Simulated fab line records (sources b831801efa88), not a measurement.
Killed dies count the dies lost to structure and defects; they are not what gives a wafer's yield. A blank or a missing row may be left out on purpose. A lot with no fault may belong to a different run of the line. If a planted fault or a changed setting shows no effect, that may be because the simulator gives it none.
Lot-split experiment    flow sfq_line    23 wafers read across 5 lots, on a route 325 steps long

== SPLIT DETAILS ==
At SFQ_TRILAYER_M6_LITHO_PEB_162 (peb time 60 s), the setting peb_time_s was moved away from the recipe's 60 s on 9 of the 23 wafers read, by -6.1% to +12.5%. All remaining wafers had this setting at the recipe value.

== BETWEEN THE SPLIT AND THE READING: the file shows 1 step in between ==
- SFQ_TRILAYER_M6_LITHO_DEVELOP_161: time 60 s

== THE READING ==
M6.cd_nm (the simulator's own value, which no gauge read), in nm, at SFQ_TRILAYER_M6_BARC_OPEN_METAL_ETCH_206 (etches BARC in O2, target depth 125 nm, time 41.7 s). There is no usual value for it anywhere in the file. The 14 wafers here that ran the recipe average 500.0 nm, standard deviation 0.96 nm.

wafer   tool, chamber at the split  peb_time_s as run, s  against the recipe  M6.cd_nm, nm  against lot-mates on the recipe
L074.1  litho_track-01, 0           65.68                 +9.5%               487.6         -11.3
L074.2  litho_track-01, 0           65.68                 +9.5%               485.7         -13.2
L074.3  litho_track-01, 0           60                    recipe              499.5         -
L074.5  litho_track-01, 0           65.68                 +9.5%               486.1         -12.8
L074.6  litho_track-01, 0           60                    recipe              498.3         -
L075.1  litho_track-02, 0           60                    recipe              500.5         -
L075.2  litho_track-02, 0           60                    recipe              499.6         -
L075.3  litho_track-02, 0           67.49                 +12.5%              485.9         -14.4
L075.5  litho_track-02, 0           60                    recipe              500.8         -
L075.6  litho_track-02, 0           67.49                 +12.5%              484.4         -15.9
L078.1  litho_track-01, 0           56.38                 -6.0%               508.5         +9.4
L078.2  litho_track-01, 0           56.38                 -6.0%               508.7         +9.6
L078.3  litho_track-01, 0           60                    recipe              498.8         -
L078.4  litho_track-01, 0           60                    recipe              500           -
L078.5  litho_track-01, 0           60                    recipe              498.5         -
L079.2  litho_track-03, 0           60                    recipe              500.9         -
L079.4  litho_track-03, 0           60                    recipe              500.4         -
L079.6  litho_track-03, 0           60                    recipe              500.5         -
L082.2  litho_track-01, 0           56.33                 -6.1%               509.7         +8.8
L082.3  litho_track-01, 0           60                    recipe              501.7         -
L082.4  litho_track-01, 0           60                    recipe              500           -
L082.5  litho_track-01, 0           60                    recipe              501           -
L082.6  litho_track-01, 0           56.33                 -6.1%               510.7         +9.8

FIT RESULTS
A straight line over all 23 wafers: M6.cd_nm changes by -1.36 nm for each +1% of peb_time_s; r = -0.99; the points scatter about the line by 1.2 nm.
The same after taking each lot's own level away (the mean of its wafers on the recipe; 23 wafers): -1.33 nm for each +1%; r = -0.99; scatter 0.88 nm.
The reading moves by 17 nm for the largest change in peb_time_s, on that fit.
From 498.90 to 500.90 nm: that is the span of the lots' own levels, equal to 2.1 times the standard deviation above.
Consequently the slope shifts little with the lot-to-lot level, the two slopes agreeing.
Check: for one of the wafers moved furthest among these (+12.5%), held out of the fit, the line's prediction against its lot-mates is -16.8 nm. Against them it came out at -14.4 nm.

== FURTHER SPLITS ON THESE WAFERS ==
Note: prior to the reading, these wafers also went through further splits. Each is held against what the fit with the lots' levels taken away leaves over:
other split on the same wafers                   wafers away from the commonest value  r with M6.cd_nm (lot level and that fit taken away)
SFQ_TRILAYER_M5_LITHO_PEB_126 peb_temp_c         10                                    -0.06
SFQ_TRILAYER_A5B_DEP_PECVD_129 time_s            11                                    +0.26
SFQ_TRILAYER_R5_DEP_SPUTTER_133 time_s           8                                     +0.21
SFQ_TRILAYER_R5_BARC_OPEN_METAL_ETCH_177 time_s  5                                     -0.11
SFQ_TRILAYER_I5_LITHO_PEB_147 peb_time_s         9                                     +0.21
SFQ_TRILAYER_I5_BARC_OPEN_VIA_ETCH_200 bias_w    11                                    +0.21
SFQ_TRILAYER_M6_DEP_SPUTTER_157 power_w          9                                     +0.01

== THE FILE'S OWN FIT ==
M6.cd_nm changes by -1.32 nm for each +1% of peb_time_s, r = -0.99.
